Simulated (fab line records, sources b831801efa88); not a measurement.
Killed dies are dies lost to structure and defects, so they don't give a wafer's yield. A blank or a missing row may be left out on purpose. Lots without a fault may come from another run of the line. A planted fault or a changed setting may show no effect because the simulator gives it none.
fab line records | flow sky130 | part 2 of 2: steps 26 to 32 of 32
record lots=5 wafers=15 last_day=48
route steps=708 shown GATE_OXIDE@202 POLY_GATE@204 RES_PROTECT@206
lots that met no fault: from a run of the same line without faults
start_h: hours from the record's first day to the start of the lot's first wafer shown | wait_h: hours since the lot's step before | " the same as in the row above | L1.1+2: a row that stands for several wafers | - no value, or no start given | * or withheld: withheld | < > ~ a bound
route shown NAME@n: a module of which the file shows steps, and the number in the route of the first | usual: mean/standard deviation of fault-free wafers | same: alike in all rows | chamber/n: place in a boat | sites: the reading at each site | _std_site: their standard deviation | _edge_site: outer sites' mean less inner sites' | radius_mm: how far each site lies from the wafer's centre | mask NAME#n: copy n | behind: the tool/chamber that last shaped the wafer | hold: why the lot was held/for how many hours/how that ended | device: the transistor (n, p or np) that didn't switch | end of line: the same wafers' tests at the end of the route | a step without rows: its recipe alone | killed: dies lost to structure and defects at the first sort, not the wafer's yield | map: a wafer's dies, x killed, . not, _ none there
set.NAME: the setting as run; set.NAME@STEP: as run at that earlier step | model.NAME: the simulator's own value behind a step, which no gauge read
lots at some steps of the route; a table a step, a row a wafer
services: from which hour (start_h, from the record's first day; less than 0 if before it) a tool's chamber was out of use, for how many hours, and why
## steps
# step SKY_POLY_GATE_CD_MEAS_13
# recipe target_cd_nm=150
# usual cd_nm=149.7/1.2
# columns lot.wafer tool chamber start_h wait_h cd_nm
L075.3 cd_sem-01 - 377.56 - 151.5
L075.4 " - " " 150.5
L075.6 " - " " 150.6
L076.1 cd_sem-01 - 389.57 - 148.7
L076.3 " - " " 148.9
L076.5 " - " " 149.3
L078.1 cd_sem-01 - 400.27 - 150.3
L078.4 " - " " 150.7
L078.5 " - " " 149.6
L083.4 cd_sem-02 - 454.28 - 150.8
L083.5 " - " " 149.6
L083.6 " - " " 151.8
L090.1 cd_sem-01 - 508.42 - 149.8
L090.3 " - " " 149.3
L090.4 " - " " 149.8
# step SKY_POLY_GATE_OVL_MEAS_14
# usual POLY_GATE_OVL=4/6.4
# columns lot.wafer tool chamber start_h wait_h POLY_GATE_OVL[nm]
L075.3 overlay-01 - 377.66 0.1 -1
L075.4 " - " " -8
L075.6 " - " " -8
L076.1 overlay-01 - 389.69 0.1 -6
L076.3 " - " " -5
L076.5 " - " " -4
L078.1 overlay-02 - 400.39 0.1 2
L078.4 " - " " 1
L078.5 " - " " 5
L083.4 overlay-02 - 454.35 0.1 11
L083.5 " - " " -3
L083.6 " - " " 10
L090.1 overlay-02 - 508.54 0.1 7
L090.3 " - " " 8
L090.4 " - " " 1
# step SKY_POLY_GATE_ETCH_15
# recipe chemistry=N2/H2 target=BARC ion_energy_ev=200 source_w=500 bias_w=100 pressure_mtorr=30 n2_flow_sccm=100 h2_flow_sccm=200 stop_on=SiO2 time_s=118.5 target_depth_a=1100
# usual drypump_motor_current_A=5.5/0.35 oes_product_au=0.716/0.0049 throttle_valve_pct=13.214/0.01
# columns lot.wafer tool chamber start_h wait_h drypump_motor_current_A oes_product_au rf_hours_counter_h throttle_valve_pct
L075.3 rie_diel-03 3 377.68 0.0 5.3 0.714 9 13.211
L075.4 " 0 " " 6.1 0.712 100 13.206
L075.6 " 2 " " 5.2 0.713 - 13.220
L076.1 rie_diel-03 2 389.73 0.0 5.2 0.724 12 13.213
L076.3 " 1 " " 5.8 0.721 3 13.225
L076.5 " 2 " " 5.2 0.723 - 13.217
L078.1 rie_diel-04 1 400.43 0.0 6.1 0.719 56 13.215
L078.4 " 2 " " 5.7 0.717 - 13.223
L078.5 " 1 " " 6.1 0.713 - 13.219
L083.4 rie_diel-04 2 454.37 0.0 5.7 0.715 7 13.223
L083.5 " 3 " " 5.2 0.716 - 13.210
L083.6 " 2 " " 5.7 0.712 - 13.207
L090.1 rie_diel-04 2 508.58 0.0 5.7 0.715 8 13.207
L090.3 " 1 " " 6.2 0.720 58 13.231
L090.4 " 3 " " 5.2 0.714 9 13.212
# step SKY_POLY_GATE_ETCH_16
# recipe stop_on=poly-Si chemistry=CH3F/O2 target=Si3N4 source_w=400 bias_w=80 pressure_mtorr=25 ch3f_flow_sccm=40 O2_flow_sccm=30 time_s=147.5 target_depth_a=750
# usual ch3f_flow_sccm=39.99/0.12 drypump_motor_current_A=5.5/0.35 oes_product_au=0.639/0.0045 throttle_valve_pct=10.536/0.0096
# columns lot.wafer tool chamber start_h wait_h ch3f_flow_sccm drypump_motor_current_A oes_product_au rf_hours_counter_h throttle_valve_pct
L075.3 rie_diel-03 3 377.76 0.0 39.85 5.3 0.640 9 10.539
L075.4 " 0 " " 39.62 6.1 0.641 100 10.539
L075.6 " 2 " " 40.11 5.2 0.643 - 10.534
L076.1 rie_diel-03 2 389.81 0.0 40.02 5.2 0.639 12 10.533
L076.3 " 1 " " 39.91 5.8 0.635 3 10.534
L076.5 " 2 " " 40.17 5.2 0.647 - 10.531
L078.1 rie_diel-04 1 400.51 0.0 40.09 6.1 0.637 56 10.533
L078.4 " 2 " " 39.71 5.7 0.634 - 10.539
L078.5 " 1 " " 40.09 6.2 0.632 - 10.542
L083.4 rie_diel-04 2 454.45 0.0 40.02 5.7 0.643 7 10.536
L083.5 " 3 " " 40.13 5.2 0.636 - 10.549
L083.6 " 2 " " 39.94 5.7 0.635 - 10.521
L090.1 rie_diel-04 2 508.66 0.0 39.89 5.7 0.639 8 10.521
L090.3 " 1 " " 39.89 6.1 0.646 58 10.541
L090.4 " 3 " " 39.89 5.2 0.638 9 10.525
# step SKY_POLY_GATE_ETCH_17
# recipe target_depth_nm=180 stop_on=SiO2 over_etch_frac=0.56667 chemistry=HBr/Cl2 target=poly-Si icp_w=400 bias_w=100 pressure_mtorr=10 HBr_flow_sccm=150 Cl2_flow_sccm=50 time_s=70.5
# usual drypump_motor_current_A=5.4/0.47 oes_product_au=0.985/0.007 throttle_valve_pct=33.683/0.0096
# columns lot.wafer tool chamber start_h wait_h drypump_motor_current_A oes_product_au rf_hours_counter_h throttle_valve_pct
L075.3 rie_si-02 1 377.86 0.0 5.8 0.978 37 33.679
L075.4 " 0 " " 4.7 0.988 3 33.659
L075.6 " 0 " " 4.7 0.996 - 33.680
L076.1 rie_si-01 3 389.91 0.0 6.1 0.980 73 33.677
L076.3 " 0 " " 5.6 0.976 53 33.684
L076.5 " 1 " " 6.0 0.988 - 33.684
L078.1 rie_si-01 3 400.61 0.0 6.1 0.993 73 33.677
L078.4 " 1 " " 6.0 1.001 2 33.701
L078.5 " 3 " " 6.1 1.000 - 33.678
L083.4 rie_si-02 3 454.55 0.0 5.1 0.981 0 33.694
L083.5 " 3 " " 5.1 0.975 - 33.687
L083.6 " 0 " " 4.7 0.990 - 33.694
L090.1 rie_si-02 1 508.76 0.0 5.8 0.976 38 33.683
L090.3 " 2 " " 5.5 0.975 1 33.690
L090.4 " 0 " " 4.7 0.984 4 33.677
# step SKY_POLY_GATE_STRIP_18
# recipe chemistry=O2/N2 power_w=1400 pressure_mtorr=1500 platen_temp_c=withheld o2_flow_sccm=3000 n2_flow_sccm=300 overash_fraction=0.5
# usual drypump_motor_current_A=5.7/0.47 oes_product_au=0.361/0.005 strip_time_to_endpoint_s=3.17/0.038
# columns lot.wafer tool chamber start_h wait_h drypump_motor_current_A oes_product_au rf_hours_counter_h strip_time_to_endpoint_s
L075.3 plasma_asher-01 1 377.95 0.1 6.4 0.361 - 3.20
L075.4 " 0 " " 5.0 0.355 - 3.16
L075.6 " 1 " " 6.4 0.365 - 3.18
L076.1 plasma_asher-02 1 389.97 0.0 6.0 0.355 53 3.17
L076.3 " 1 " " 6.0 0.358 - 3.27
L076.5 " 0 " " 6.2 0.359 - 3.19
L078.1 plasma_asher-01 1 400.66 0.0 6.4 0.360 73 3.17
L078.4 " 0 " " 5.0 0.355 - 3.14
L078.5 " 1 " " 6.4 0.360 - 3.16
L083.4 plasma_asher-04 0 454.64 0.1 5.5 0.361 - 3.21
L083.5 " 1 " " 5.4 0.371 - 3.25
L083.6 " 0 " " 5.5 0.367 - 3.17
L090.1 plasma_asher-04 0 508.82 0.0 5.5 0.360 39 3.15
L090.3 " 0 " " 5.5 0.354 - 3.19
L090.4 " 1 " " 5.4 0.352 - 3.17
# step SKY_POLY_GATE_CLEAN_19
# recipe chemistry=SC1/SC2 mix=1:4:20 temp_c=70 time_s=150 dry=n2_spin
# usual bath_heat_duty_pct=14.0/1.5
# columns lot.wafer tool chamber start_h wait_h bath_heat_duty_pct
L075.3 wet_bench-02 3 378.02 0.0 14.3
L075.4 " 3 " " 14.7
L075.6 " 3 " " 13.4
L076.1 wet_bench-04 2 390.07 0.1 16.7
L076.3 " 2 " " 15.6
L076.5 " 2 " " 16.0
L078.1 wet_bench-04 2 400.76 0.1 16.4
L078.4 " 2 " " 15.5
L078.5 " 2 " " 15.5
L083.4 wet_bench-04 0 454.71 0.0 14.3
L083.5 " 0 " " 13.5
L083.6 " 0 " " 14.4
L090.1 wet_bench-01 0 508.92 0.1 15.8
L090.3 " 0 " " 12.9
L090.4 " 0 " " 14.1
## services
# columns tool chamber start_h hours kind
rie_diel-04 2 295.86 9.4 repair
rie_diel-03 - 297.16 14.6 pm
lpcvd-02 - 302.79 12.7 repair
furnace-01 - 310.07 2.9 pm
furnace-01 - 335.38 3.2 pm
rie_diel-04 0 337.88 21.9 repair
iline_stepper-01 - 339.34 3.0 repair
rie_diel-03 3 344.28 22.7 repair
rie_diel-03 1 345.87 3.9 repair
rie_diel-04 2 363.67 9.8 repair
iline_stepper-01 - 375.11 4.4 pm
rie_diel-04 3 375.92 6.3 repair
wet_bench-01 - 387.27 6.5 repair
iline_stepper-01 - 393.08 2.0 repair
rie_diel-04 1 394.20 1.6 repair
rie_diel-04 3 394.31 8.9 repair
rie_diel-04 2 406.89 4.5 repair
plasma_asher-01 - 421.25 9.0 pm
iline_stepper-01 - 427.42 1.7 pm
lpcvd-02 - 429.44 0.9 repair
iline_stepper-01 - 435.26 2.8 repair
plasma_asher-01 - 457.79 1.4 repair
wet_bench-02 - 471.06 1.9 pm
lpcvd-02 - 500.45 0.8 repair
